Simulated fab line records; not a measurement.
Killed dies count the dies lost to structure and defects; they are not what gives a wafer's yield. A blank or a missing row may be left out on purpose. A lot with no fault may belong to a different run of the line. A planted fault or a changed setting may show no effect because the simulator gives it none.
Which tool is to blame? | flow gf180mcu | route of 602 steps, sampled at 1 step: 7 lots, 21 wafers

## WHAT THE GAUGES READ, wafer by wafer
GF_M1_CD_MEAS_14: the cd target is 230 nm.
lot  | measured     | on        | cd_nm (nm)
L931 | day 19 06:35 | cd_sem-02 | 230.5 231.1 231.4
L934 | day 20 09:58 | cd_sem-02 | 231.8 231.5 231.5
L940 | day 22 19:11 | cd_sem-02 | 228.8 228.0 228.3
L942 | day 23 09:04 | cd_sem-01 | 229.6 231.2 230.5
L944 | day 23 23:01 | cd_sem-02 | 229.0 229.1 229.2
L946 | day 24 19:27 | cd_sem-02 | 232.6 231.5 232.4
L948 | day 25 15:12 | cd_sem-01 | 230.2 229.7 229.8

## TOOL THAT RAN EACH LOT (tool first, then ch and the chambers of the sampled wafers, then the start)
There is no process step in the record ahead of these readings.

## THE ANSWER, worked out from the rows above alone
Rule: what is usual is taken from the lots themselves. The widest of any qualifying gaps counts: lots, ordered by their means at a reading, are off when they make up no more than a third of the lots, leave a main group of 4 or more, and stand apart from it by 3 or more times the standard deviation of that group's means. Not used: any main group whose means are identical at the precision the tables above print for the reading. A lot without any number at a reading at which 4 lots or more have one is off too. The other lots that the step has rows for count as sound.
None of the lots is off at any reading shown; this tells nothing.

## WHAT WAS PUT IN BY THE SIMULATOR
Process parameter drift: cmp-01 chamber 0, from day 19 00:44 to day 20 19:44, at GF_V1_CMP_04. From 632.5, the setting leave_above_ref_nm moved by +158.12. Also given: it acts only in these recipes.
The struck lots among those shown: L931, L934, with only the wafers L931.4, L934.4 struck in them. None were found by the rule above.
